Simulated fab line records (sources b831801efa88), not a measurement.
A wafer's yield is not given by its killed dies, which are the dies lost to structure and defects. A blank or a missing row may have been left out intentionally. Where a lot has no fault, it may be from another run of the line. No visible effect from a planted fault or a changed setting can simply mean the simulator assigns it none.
Code-filled problem report in 8D (eight disciplines) form :: flow gf180mcu :: the parts of the form that need people (team, actions taken, sign-off) are left out

## 1. PROBLEM STATEMENT
rf fwd power W at GF_V1_CVD_02 reads a mean of 499.6 W on 3 wafers of 2 lots; wafers without a fault read 595.9 W with a standard deviation of 1.9. Relative to the usual mean, that is a shift of -51 standard deviations.
The step: deposits SiO2 from TEOS, target thk 850 nm, time 94.851 s.
Earliest sighting: wafer L455.1 on pecvd-02 at day 21 05:04. The record holds 36 wafers of 12 lots with a number at this step. The rule behind "out" and "out of limits": a value lying over 4 standard deviations away from the usual mean. All remaining wafers that have a number are taken as sound.

## 2. WHAT THIS IS AND IS NOT
question: which readings at this step
is: rf fwd power W
is not: heater power w

question: which lots
is: L455, L459
is not: L447, L449, L450, L451, L464, L466, L467, L468, L469, L470

question: which wafers of those lots
is: L455.1, L455.5, L459.3
is not: L455.6, L459.1, L459.5

question: read on which tools
is: pecvd-02
is not: pecvd-01, pecvd-04

question: when
is: from day 21 05:04
is not: up to then (13 sound wafers); but 20 sound wafers of L459, L464, L466, L467, L468, L469, L470 came after

## 3. WHAT RULES OUT EACH SUSPECT
Counting: any tool at a process step up to the reading remains a suspect provided it ran every lot that is out. Sound lots after the first of them don't rule it out here, since some wafers of a struck lot are sound.
- pecvd-02 at GF_V1_CVD_02 (deposits SiO2 from TEOS, target thk 850 nm, time 94.851 s): kept. It processed each lot that is out (first: L455, day 21 05:04); up to then, its last sound lot is L451 (day 19 10:32). Its own readings are out on those wafers: rf fwd power W.
- Within pecvd-02 at GF_V1_CVD_02, the wafers that are out were processed in chamber 2 and their sound lot-mates in chamber 0.
Remaining after the count: pecvd-02 at GF_V1_CVD_02.

## 4. THE CAUSE (what the simulator had put in)
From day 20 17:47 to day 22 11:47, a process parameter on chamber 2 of pecvd-02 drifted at GF_V1_CVD_02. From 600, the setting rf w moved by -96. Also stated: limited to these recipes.
After counting, this tool was the only one left.

## 5. THE CHAIN OF EFFECTS, in route order
Each row: a reading whose mean over the struck wafers that have a number lies more than 3 standard deviations from the usual. Readings are gone through only where the record gives a usual standard deviation; hours: the median, over the lots, of the time from a lot's start at the first step in this table giving one to that lot's start at this step; sigmas: the change measured in usual standard deviations.
hours: 0
step: GF_V1_CVD_02
reading: rf fwd power W
usual: 595.9 W
on struck wafers: 499.6
change: -96.3
sigmas: -51
Process steps it contains:
- GF_V1_CVD_02: deposits SiO2 from TEOS, target thk 850 nm, time 94.851 s.
Later steps that measure or inspect, where all struck wafers having a row at the step show a number for every such reading and not one has moved that far: GF_V1_THK_MEAS_03.

## 6. WHAT WOULD HAVE CAUGHT IT SOONER
The fault began at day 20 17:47; the first out-of-limits reading in this record came at day 21 05:04, 11 hours later.
